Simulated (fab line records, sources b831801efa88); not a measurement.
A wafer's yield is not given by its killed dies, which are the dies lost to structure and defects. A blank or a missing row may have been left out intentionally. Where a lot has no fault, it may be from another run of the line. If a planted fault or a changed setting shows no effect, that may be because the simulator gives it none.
Matching of chambers	flow sky130	SKY_PASSIVATION_CVD_00 on pecvd-02: 3 sister chambers
The step deposits SiO2, target thk 90 nm. 6 wafers are shown with their chamber, then 7 later ones without.

## WAFERS, EACH WITH ITS CHAMBER
wafer	chamber	heater-power-w (W)
L085.3	2	529
L088.2	0	673
L088.3	1	647
L088.5	0	687
L090.1	1	735
L090.2	2	583

## WAFERS WITH NO CHAMBER GIVEN
wafer	heater-power-w (W)
L090.3	754
L095.1	592
L095.4	704
L095.6	598
L097.1	583
L097.3	676
L097.5	677

## EACH ONE'S CHAMBER
wafer	from the rows above	in truth
L090.3	can't be placed: 1 or 0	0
L095.1	can't be placed: 2 or 0 or 1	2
L095.4	can't be placed: 1 or 0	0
L095.6	can't be placed: 2 or 0 or 1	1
L097.1	can't be placed: 2 or 0 or 1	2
L097.3	can't be placed: 0 or 1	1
L097.5	can't be placed: 0 or 1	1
Placed correctly: 0 of 7. Unplaceable from these rows: 7, with the true chamber sitting among the candidates in 7. Number placed wrongly: 0.
How it was worked out, from the rows above alone: a wafer's distance from a chamber is the root of the sum, over the readings, of the square of ((its reading less the chamber's mean) divided by the reading's scatter). If the next closest chamber is less than 2 further off than the closest, the wafer can't be placed; otherwise it belongs to the closest. Each chamber's mean is taken over the wafers shown for it. The scatter: take each reading less its chamber's mean, square it, sum over the shown wafers, divide by the number of wafers less the number of chambers, and take the root.
